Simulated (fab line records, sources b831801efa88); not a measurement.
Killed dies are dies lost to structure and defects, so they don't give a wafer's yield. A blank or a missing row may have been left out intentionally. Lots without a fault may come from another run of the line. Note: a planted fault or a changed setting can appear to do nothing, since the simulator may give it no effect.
A single fault, viewed from 2 desks + flow sky130 + only its own numbers are on each desk; what lay behind them is given at the end

AT THE TOOL OWNER'S DESK: rie metal-03
The tool's own readings at SKY_METAL2_ETCH_18 (etches BARC in N2/H2, stops on SiO2, time 45.9 s, target depth 60 nm): means of the sampled wafers that have a number, for each lot that ran on this tool. Marked OUT: a lot whose mean sits more than 4 standard deviations from the usual mean, which makes it out of limits; the brackets give that distance.
Columns: A = bias w at SKY_METAL2_ETCH_18, usual 100.03 W; B = drypump motor current A at SKY_METAL2_ETCH_18, usual 5.66 A; C = h2 flow sccm at SKY_METAL2_ETCH_18, usual 199.9 sccm; D = oes product au at SKY_METAL2_ETCH_18, usual 0.854 a.u.; E = throttle valve pct at SKY_METAL2_ETCH_18, usual 13.224 %
| lot  | first seen here | A      | B    | C     | D     | E      |
|------|-----------------|--------|------|-------|-------|--------|
| L305 | day 35 08:11    | 99.74  | 5.68 | 199.9 | 0.850 | 13.216 |
| L308 | day 35 21:52    | 100.23 | 5.71 | 199.6 | 0.854 | 13.225 |
| L313 | day 37 11:55    | 99.73  | 5.65 | 199.3 | 0.859 | 13.221 |
| L314 | day 37 15:37    | 99.79  | 5.67 | 200.2 | 0.856 | 13.232 |
| L317 | day 38 14:58    | 100.25 | 5.72 | 200.3 | 0.852 | 13.222 |
| L328 | day 41 23:17    | 100.33 | 5.68 | 199.2 | 0.854 | 13.231 |
Result from this desk: across the 6 lots, nothing is out of limits.

THE METROLOGY DESK
What the gauges read, lot by lot, whatever tool the lot ran on: means of the sampled wafers that have a number. Marked OUT: a lot whose mean sits more than 4 standard deviations from the usual mean, which makes it out of limits; the brackets give that distance.
Columns: A = METAL1_OVL at SKY_METAL1_OVL_MEAS_16, usual -1 nm
| lot  | first seen here | A   |
|------|-----------------|-----|
| L305 | day 33 00:13    | 2   |
| L308 | day 33 15:00    | -11 |
| L313 | day 35 05:39    | 9   |
| L314 | day 35 08:44    | 5   |
| L317 | day 36 07:59    | -2  |
| L321 | day 37 11:29    | -4  |
| L324 | day 38 09:33    | -5  |
| L325 | day 39 02:46    | 0   |
| L326 | day 39 17:22    | 1   |
| L328 | day 39 20:10    | -4  |
Result from this desk: across the 10 lots, nothing is out of limits.

BROUGHT TOGETHER
The desk of the tool owner found nothing out of limits.
At the metrology desk, nothing out of limits was observed.

WHAT HAD BEEN PUT IN BY THE SIMULATOR
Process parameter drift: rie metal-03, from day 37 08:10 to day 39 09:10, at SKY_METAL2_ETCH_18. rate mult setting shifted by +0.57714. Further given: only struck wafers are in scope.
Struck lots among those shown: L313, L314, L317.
